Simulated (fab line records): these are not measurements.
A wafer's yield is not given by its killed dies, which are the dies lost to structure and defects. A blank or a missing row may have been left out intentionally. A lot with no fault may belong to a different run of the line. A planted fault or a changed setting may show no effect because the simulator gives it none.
What tool caused it? ; flow gf180mcu ; 41 wafers from 14 lots sampled at 4 of the route's 602 steps

## WHAT THE GAUGES READ, wafer by wafer
Not one reading of a measure or inspect step in the record can be checked against a usual standard deviation.

## TOOL THAT RAN EACH LOT (tool first, then ch and the chambers of the sampled wafers, then the start)
lot;GF_CONTACT_SPUTTER_23;GF_V1_CVD_02;GF_V1_DEVELOP_13;GF_V1_SPUTTER_22
L516;pvdSputter-04, day 16 07:26;pecvd-04 ch 0,1, day 17 08:14;lithoTrack-01 ch 0, day 18 08:25;pvdSputter-04, day 18 09:28
L518;pvdSputter-04, day 17 06:56;pecvd-02 ch 0,2, day 18 08:08;lithoTrack-02 ch 0, day 19 08:27;pvdSputter-01, day 19 09:29
L519;pvdSputter-04, day 17 09:50;pecvd-01 ch 0,1,2, day 18 11:57;lithoTrack-02 ch 0, day 19 12:32;pvdSputter-04, day 19 13:32
L520;pvdSputter-03, day 17 18:53;pecvd-01 ch 0,1,2, day 18 20:31;lithoTrack-02 ch 0, day 19 21:05;pvdSputter-02, day 19 22:05
L521;pvdSputter-02, day 17 21:05;pecvd-01 ch 0,1,2, day 18 22:50;lithoTrack-04 ch 0, day 19 23:04;pvdSputter-04, day 20 00:02
L523;pvdSputter-04, day 19 02:26;pecvd-04 ch 0, day 20 04:29;lithoTrack-04 ch 0, day 21 05:24;pvdSputter-02, day 21 06:26
L524;pvdSputter-03, day 19 05:17;pecvd-02 ch 0,1,2, day 20 07:42;lithoTrack-02, day 21 07:42;pvdSputter-02, day 21 08:44
L525;pvdSputter-02, day 19 08:56;pecvd-02 ch 0,1, day 20 10:34;lithoTrack-02, day 21 10:42;pvdSputter-02, day 21 11:44
L533;pvdSputter-03, day 22 07:32;pecvd-02 ch 0,2, day 23 08:12;lithoTrack-04 ch 0, day 24 06:27;pvdSputter-04, day 24 07:35
L534;pvdSputter-03, day 22 21:32;pecvd-01 ch 0,1,2, day 23 21:41;lithoTrack-02 ch 0, day 24 20:15;pvdSputter-02, day 24 21:17
L535;pvdSputter-02, day 22 22:20;pecvd-04 ch 1,2, day 23 22:37;lithoTrack-01 ch 0, day 24 20:53;pvdSputter-01, day 24 21:55
L536;pvdSputter-02, day 23 04:53;pecvd-02 ch 0,1,2, day 24 04:56;lithoTrack-02 ch 0, day 25 03:03;pvdSputter-04, day 25 04:09
L537;pvdSputter-02, day 23 15:38;pecvd-01 ch 0,1,2, day 24 15:25;lithoTrack-02 ch 0, day 25 13:09;pvdSputter-02, day 25 14:11
L539;pvdSputter-03, day 24 06:50;pecvd-01 ch 1,2, day 25 06:06;lithoTrack-01 ch 0, day 26 03:20;pvdSputter-02, day 26 04:21
- GF_CONTACT_SPUTTER_23: material TiN, target thk 10 nm, time 40 s.
- GF_V1_CVD_02: deposits SiO2 from TEOS, target thk 850 nm, time 94.851 s.
- GF_V1_DEVELOP_13: develop time 60 s.
- GF_V1_SPUTTER_22: material TiN, target thk 10 nm, time 40 s.

## WHAT THE TOOLS THEMSELVES READ (means of the sampled wafers that have a number; where no wafer has one, the mark that the record gives instead)
GF_CONTACT_SPUTTER_23. Usual: chamberPressurePa 5.000 Pa, standard deviation 0.0093; throttleValvePct 29.9 %, standard deviation 0.95.
lot;tool;chamberPressurePa (Pa);throttleValvePct (%);flag
L516;pvdSputter-04;4.991;30.7;
L518;pvdSputter-04;5.003;30.4;
L519;pvdSputter-04;4.992;30.2;
L520;pvdSputter-03;4.993;31.3;
L521;pvdSputter-02;4.999;29.9;
L523;pvdSputter-04;4.995;29.8;
L524;pvdSputter-03;5.000;30.4;
L525;pvdSputter-02;5.006;29.2;
L533;pvdSputter-03;4.990;30.9;
L534;pvdSputter-03;5.004;30.2;
L535;pvdSputter-02;4.993;29.2;
L536;pvdSputter-02;5.010;29.3;
L537;pvdSputter-02;4.999;29.1;
L539;pvdSputter-03;4.991;29.9;

GF_V1_CVD_02. Usual: heaterPowerOuterW 340 W, standard deviation 60; heaterPowerW 602 W, standard deviation 83.
lot;tool;heaterPowerOuterW (W);heaterPowerW (W);flag
L516;pecvd-04;329;617;
L518;pecvd-02;397;706;
L519;pecvd-01;376;648;
L520;pecvd-01;353;608;
L521;pecvd-01;379;659;
L523;pecvd-04;296;549;
L524;pecvd-02;364;627;
L525;pecvd-02;291;519;
L533;pecvd-02;429;729;
L534;pecvd-01;363;613;
L535;pecvd-04;336;627;
L536;pecvd-02;321;573;
L537;pecvd-01;341;590;
L539;pecvd-01;390;636;

GF_V1_DEVELOP_13. Usual: chillPlateTempC 23.00 C, standard deviation 0.1.
lot;tool;chillPlateTempC (C);flag
L516;lithoTrack-01;23.03;
L518;lithoTrack-02;23.00;
L519;lithoTrack-02;22.90;
L520;lithoTrack-02;23.02;
L521;lithoTrack-04;22.87;
L523;lithoTrack-04;23.01;
L524;lithoTrack-02;-;OFF
L525;lithoTrack-02;-;OFF
L533;lithoTrack-04;22.95;
L534;lithoTrack-02;22.98;
L535;lithoTrack-01;22.93;
L536;lithoTrack-02;23.11;
L537;lithoTrack-02;22.95;
L539;lithoTrack-01;23.03;

GF_V1_SPUTTER_22. Usual: chamberPressurePa 4.999 Pa, standard deviation 0.011; throttleValvePct 29.7 %, standard deviation 0.82.
lot;tool;chamberPressurePa (Pa);throttleValvePct (%);flag
L516;pvdSputter-04;5.011;30.6;
L518;pvdSputter-01;4.998;30.0;
L519;pvdSputter-04;4.989;30.2;
L520;pvdSputter-02;5.007;30.0;
L521;pvdSputter-04;5.002;30.0;
L523;pvdSputter-02;5.002;28.8;
L524;pvdSputter-02;5.003;29.2;
L525;pvdSputter-02;5.000;29.2;
L533;pvdSputter-04;4.998;30.3;
L534;pvdSputter-02;4.997;29.8;
L535;pvdSputter-01;5.002;29.5;
L536;pvdSputter-04;5.006;30.2;
L537;pvdSputter-02;5.002;29.2;
L539;pvdSputter-02;4.983;29.2;

## THE ANSWER, worked out from the rows above alone
Rule: lot off if the mean of its wafers having a number is beyond 3 standard deviations from the usual mean. Also off: a lot with no number at a reading for which 4 or more lots have one. Where the step has rows for the other lots, those lots are counted as sound. First the gauges in route order, then the tools' own readings, where a lot's mean is used as printed above. At the first step where some lot is off, the reading lying furthest off is the one used; lots without a number count as furthest.
Off, at GF_V1_DEVELOP_13 on chillPlateTempC: L524, L525. Without a number there: L524, L525.
If a tool, at that step or one of the process steps before it, ran each lot that is off and ran no sound lot following the first of them, it fits. None of those tried fits.

## WHAT THE SIMULATOR PUT IN
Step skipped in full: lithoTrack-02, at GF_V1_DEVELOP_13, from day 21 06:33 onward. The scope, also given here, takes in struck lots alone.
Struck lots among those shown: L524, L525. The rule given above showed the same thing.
